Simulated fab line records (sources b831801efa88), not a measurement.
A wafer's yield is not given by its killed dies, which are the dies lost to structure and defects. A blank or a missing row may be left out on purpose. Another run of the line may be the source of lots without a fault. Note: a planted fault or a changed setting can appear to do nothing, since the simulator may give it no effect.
The same fault as seen by 2 desks    flow gf180mcu    only its own numbers are on each desk; what lay behind them is given at the end

AT THE METROLOGY DESK
Means of the sampled wafers that have a number, per lot and without regard to the tool the lot ran on: this is what the gauges read. Marked OUT: a lot whose mean sits more than 4 standard deviations from the usual mean, which makes it out of limits; the brackets give that distance.
Columns: A = MVPSD_TW at GF_MVPSD_TW_MEAS_11, usual 557; B = VT_IMPLANT_4_TW at GF_VT_IMPLANT_TW_MEAS_43, usual 695; C = MVPSD_RS at GF_VT_IMPLANT_RS_MEAS_49, usual 1167 ohm/sq
lot   first seen here  A              B    C
L364  day 5 01:52      565            690  1168
L365  day 5 08:02      554            701  1167
L367  day 5 19:04      558            692  1165
L371  day 6 20:47      640 (+14) OUT  694  896 (-85) OUT
L375  day 7 19:04      639 (+14) OUT  686  895 (-85) OUT
L377  day 8 05:58      563            706  1166
L378  day 8 14:58      552            705  1169
L383  day 9 16:35      553            690  1167
L384  day 9 23:38      565            706  1171
L385  day 10 05:43     552            688  1163
L386  day 10 10:38     552            705  1170
L387  day 10 18:56     560            689  1173
This desk's finding: out of limits on L371, L375; first on L371, day 6 20:47 (MVPSD_TW at GF_MVPSD_TW_MEAS_11). L364, L365, L367, L377, L378, L383, L384, L385, L386, L387: within limits.

DESK OF THE TOOL OWNER: implanter-02
GF_MVPSD_IMPLANT_08, tool's own readings: per-lot mean of the sampled wafers with a number, covering each lot this tool ran. Marked OUT: a lot whose mean sits more than 4 standard deviations from the usual mean, which makes it out of limits; the brackets give that distance.
Columns: A = doseIonsCm2 at GF_MVPSD_IMPLANT_08, usual 1.4999e+13; B = faradayCurrentUA at GF_MVPSD_IMPLANT_08, usual 84.5
lot   first seen here  A                             B
L365  day 5 07:40      1.4991e+13                    84.8
L367  day 5 18:40      1.5001e+13                    83.3
L371  day 6 20:25      2.5464e+13 (+99 or more) OUT  142.8 (+34) OUT
L375  day 7 18:40      2.5473e+13 (+99 or more) OUT  143.9 (+35) OUT
L386  day 10 10:15     1.5013e+13                    85.5
L387  day 10 18:33     1.4996e+13                    84.9
This desk's verdict: out of limits on L371, L375, starting with L371 at day 6 20:25 (doseIonsCm2 at GF_MVPSD_IMPLANT_08). L365, L367, L386, L387: within limits.

TAKEN TOGETHER
The tool owner's desk could have raised an alarm at day 6 20:25, on L371, L375.
At day 6 20:47 the metrology desk could have sounded an alarm, on L371, L375.
Of the lots named, all ran GF_MVPSD_IMPLANT_08 on implanter-02.

WHAT WAS PUT IN BY THE SIMULATOR
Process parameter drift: implanter-02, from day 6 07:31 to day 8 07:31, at GF_MVPSD_IMPLANT_08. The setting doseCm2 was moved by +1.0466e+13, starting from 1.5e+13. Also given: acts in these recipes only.
Struck lots among those shown: L371, L375.
Fault start to first reading out of limits, in hours, per desk: tool owner, 13; metrology, 13.
